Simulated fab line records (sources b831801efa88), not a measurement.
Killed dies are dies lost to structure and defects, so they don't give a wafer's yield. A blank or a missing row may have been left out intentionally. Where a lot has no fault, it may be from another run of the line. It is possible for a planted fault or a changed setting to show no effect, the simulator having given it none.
Matching of chambers    flow sfq line    SFQ_TRILAYER_I0_CMP_CMP_028 on cmp-02: 4 sister chambers
The step polishes SiO2. 20 wafers are shown with their chamber, then 10 later ones without.

WAFERS WITH THEIR CHAMBER
wafer   chamber  motor current A (A)  time to endpoint s (s)
L977.1  3        9.6                  214
L977.2  0        9.5                  212
L977.3  2        10.5                 216
L980.3  3        9.6                  201
L980.1  2        10.5                 217
L980.6  0        9.6                  217
L982.3  3        9.5                  213
L982.4  2        10.6                 220
L982.1  1        10.3                 206
L983.1  3        9.3                  212
L983.3  2        10.4                 212
L983.5  0        9.6                  208
L985.1  1        10.1                 195
L985.3  0        9.7                  207
L985.4  3        9.0                  208
L986.1  1        10.0                 190
L986.2  2        10.7                 215
L986.3  0        9.7                  214
L994.4  0        9.6                  210
L994.2  2        10.8                 211

SIGNATURES, as means of the wafers listed above
reading             chamber 0  chamber 1  chamber 2  chamber 3  scatter within a chamber
motor current A     9.617      10.133     10.583     9.400      0.166
time to endpoint s  211.33     197.00     215.17     209.60     4.83
Rule: for each reading, subtract the chamber's mean from the wafer's reading, divide by that reading's scatter and square the result; add these up over the readings and take the root, which gives the wafer's distance from the chamber. The wafer belongs to the nearest chamber; if the next one is less than 2 further off, it can't be placed. How the scatter is found: for the shown wafers, subtract from each reading the mean of its chamber, square and add these, divide the total by (wafers less chambers), then take the root.

WAFERS MISSING THEIR CHAMBER
wafer   motor current A (A)  time to endpoint s (s)
L994.6  9.7                  213
L997.1  10.1                 198
L997.2  10.3                 207
L997.5  9.8                  213
L999.2  11.1                 219
L999.4  9.3                  223
L999.5  9.2                  216
L100.3  10.7                 220
L100.2  9.6                  213
L100.6  10.1                 213

THE CHAMBER EACH PASSED THROUGH
wafer   from the rows above                in truth
L994.6  can't be placed: 0 or 3            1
L997.1  1                                  1
L997.2  can't be placed: 1 or 2 or 0       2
L997.5  can't be placed: 0 or 3            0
L999.2  2                                  2
L999.4  can't be placed: 3 or 0            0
L999.5  can't be placed: 3 or 0            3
L100.3  2                                  2
L100.2  can't be placed: 0 or 3            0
L100.6  can't be placed: 0 or 2 or 1 or 3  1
Correct placement for 3 of the 10. Unplaceable from these rows: 7, with the true chamber sitting among the candidates in 6. Wrongly placed: 0.
